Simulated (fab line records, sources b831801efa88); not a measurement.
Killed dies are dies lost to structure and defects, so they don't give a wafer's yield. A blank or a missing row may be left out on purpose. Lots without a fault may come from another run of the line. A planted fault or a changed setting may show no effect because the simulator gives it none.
Which tool did it? | flow gf180mcu | 6 lots, 18 wafers sampled, at 2 steps of a route of 602

WHAT THE GAUGES READ, wafer by wafer
GF_STI_THK_MEAS_30.
lot  | measured    | on            | STI_OXIDATION_02_THK (nm)
L952 | day 2 13:51 | film_metro-03 | 10.38 10.30 10.17
L955 | day 3 02:48 | film_metro-04 | 10.14 10.27 10.45
L957 | day 3 12:21 | film_metro-03 | 10.02 10.22 10.12
L959 | day 3 22:47 | film_metro-03 | 10.13 10.04 10.03
L963 | day 4 20:35 | film_metro-01 | 9.98 9.90 9.93
L970 | day 6 09:25 | film_metro-01 | 9.87 10.17 9.98

WHICH TOOL RAN EACH LOT (tool, then ch and the chambers of the sampled wafers, then the start)
lot  | GF_STI_OXIDATION_29
L952 | furnace-02 ch 0, day 2 12:28
L955 | furnace-02 ch 0, day 3 01:25
L957 | furnace-02 ch 0, day 3 10:56
L959 | furnace-02 ch 0, day 3 21:23
L963 | furnace-01 ch 0, day 4 19:12
L970 | furnace-02 ch 0, day 6 08:00
- GF_STI_OXIDATION_29: stabilise 600 s, purge 300 s, target thk 10 nm.

THE ANSWER, worked out from the rows above alone
Rule: what is usual is taken from the lots themselves. Put in order of their means at a reading, lots are off if they are a third of the lots or fewer, leave a main group of 4 or more, and stand apart from it by a gap of 3 or more times the standard deviation of the main group's means; of several such gaps the widest counts. A main group whose means are all the same, to the digits that the tables above print for the reading, isn't used. A lot without any number at a reading at which 4 lots or more have one is off too. The other lots that the step has rows for count as sound.
No lot is off at any reading shown: from this, nothing can be told.

WHAT THE SIMULATOR HAD PUT IN
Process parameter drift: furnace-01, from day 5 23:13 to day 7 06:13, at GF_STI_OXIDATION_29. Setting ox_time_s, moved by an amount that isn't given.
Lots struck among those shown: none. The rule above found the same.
